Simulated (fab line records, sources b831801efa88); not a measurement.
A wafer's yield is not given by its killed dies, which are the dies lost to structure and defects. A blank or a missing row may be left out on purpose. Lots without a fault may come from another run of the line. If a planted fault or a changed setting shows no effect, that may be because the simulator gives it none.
Which of the tools did it? -- flow sky130 -- Sampling: 13 lots, 36 wafers, 3 of 708 route steps

WHAT THE GAUGES SHOWED, per wafer
SKY_CONTACT_THK_MEAS_01.
lot,measured,on,CONTACT_CVD_00_THK (nm)
L586,day 31 18:26,film metro-04,76.5 76.7 76.7
L588,day 32 06:46,film metro-02,73.4 75.3 74.7
L589,day 32 17:31,film metro-02,74.0 75.3 75.3
L594,day 34 21:51,film metro-04,75.2 76.0
L596,day 35 08:23,film metro-04,73.3 75.3
L598,day 36 02:00,film metro-01,75.0 74.1
L601,day 37 06:41,film metro-02,74.9 74.7 75.1
L602,day 37 07:49,film metro-01,74.9 75.2 75.7
L605,day 38 03:23,film metro-01,74.2 73.5 73.6
L606,day 38 04:34,film metro-04,74.8 74.9 77.1
L607,day 38 10:58,film metro-01,76.0 76.8 74.7
L608,day 38 13:08,film metro-01,74.6 74.0 74.3
L609,day 38 19:49,film metro-01,74.4 75.6 77.1

SKY_CONTACT_OVL_MEAS_15.
lot,measured,on,CONTACT_OVL (nm)
L586,day 33 02:37,overlay-02,-2 -2 -3
L588,day 33 13:50,overlay-01,5 0 -2
L589,day 33 22:56,overlay-01,7 -8 -8
L594,day 36 00:59,overlay-01,6 5
L596,day 36 11:39,overlay-01,-4 0
L598,day 37 04:46,overlay-01,-3 -8
L601,day 38 09:58,overlay-01,-2 -4 7
L602,day 38 10:32,overlay-02,-3 2 1
L605,day 39 05:53,overlay-01,-5 -12 -8
L606,day 39 06:43,overlay-01,1 2 9
L607,day 39 13:30,overlay-02,6 13 8
L608,day 39 15:46,overlay-01,-2 -6 -2
L609,day 39 21:43,overlay-01,0 2 -5

TOOL THAT RAN EACH LOT (tool first, then ch and the chambers of the sampled wafers, then the start)
lot,SKY_CONTACT_CVD_00
L586,"pecvd-04 ch 2, day 31 18:23"
L588,"pecvd-02 ch 0,1, day 32 06:43"
L589,"pecvd-02 ch 0,2, day 32 17:28"
L594,"pecvd-02 ch 2, day 34 21:48"
L596,"pecvd-03 ch 1,2, day 35 08:20"
L598,"pecvd-02 ch 0,2, day 36 01:58"
L601,"pecvd-02 ch 0,1, day 37 06:39"
L602,"pecvd-04 ch 0,1, day 37 07:46"
L605,"pecvd-03 ch 0,1, day 38 03:21"
L606,"pecvd-02 ch 0,2, day 38 04:32"
L607,"pecvd-04 ch 0,1,2, day 38 10:55"
L608,"pecvd-03 ch 0,2, day 38 13:06"
L609,"pecvd-04 ch 0,2, day 38 19:46"
- SKY_CONTACT_CVD_00: deposits Si3N4, target thk 75 nm.

AS READ BY THE TOOLS THEMSELVES (means over the sampled wafers that have a number; for cases with no such wafer, the mark the record gives instead)
SKY_CONTACT_CVD_00.
lot,tool,heater power w (W)
L586,pecvd-04,647
L588,pecvd-02,646
L589,pecvd-02,609
L594,pecvd-02,612
L596,pecvd-03,720
L598,pecvd-02,584
L601,pecvd-02,643
L602,pecvd-04,729
L605,pecvd-03,686
L606,pecvd-02,624
L607,pecvd-04,672
L608,pecvd-03,715
L609,pecvd-04,720

THE ANSWER, worked out from the rows above alone
Rule: usual is defined by the lots themselves. Put in order of their means at a reading, lots are off if they are a third of the lots or fewer, leave a main group of 4 or more, and stand apart from it by a gap of 3 or more times the standard deviation of the main group's means; of several such gaps the widest counts. If all means in a main group match to the digits the tables above print for the reading, that group is not used. A lot without any number at a reading at which 4 lots or more have one is off too. The other lots that the step has rows for count as sound. After the gauges, taken in route order, come the tools' own readings; for these a lot's mean is taken, as printed above. At the first step where some lot is off, the reading lying furthest off is the one used; lots without a number count as furthest.
No lot is off on any of the readings shown, so nothing can be concluded from this.

WHAT THE SIMULATOR PUT IN
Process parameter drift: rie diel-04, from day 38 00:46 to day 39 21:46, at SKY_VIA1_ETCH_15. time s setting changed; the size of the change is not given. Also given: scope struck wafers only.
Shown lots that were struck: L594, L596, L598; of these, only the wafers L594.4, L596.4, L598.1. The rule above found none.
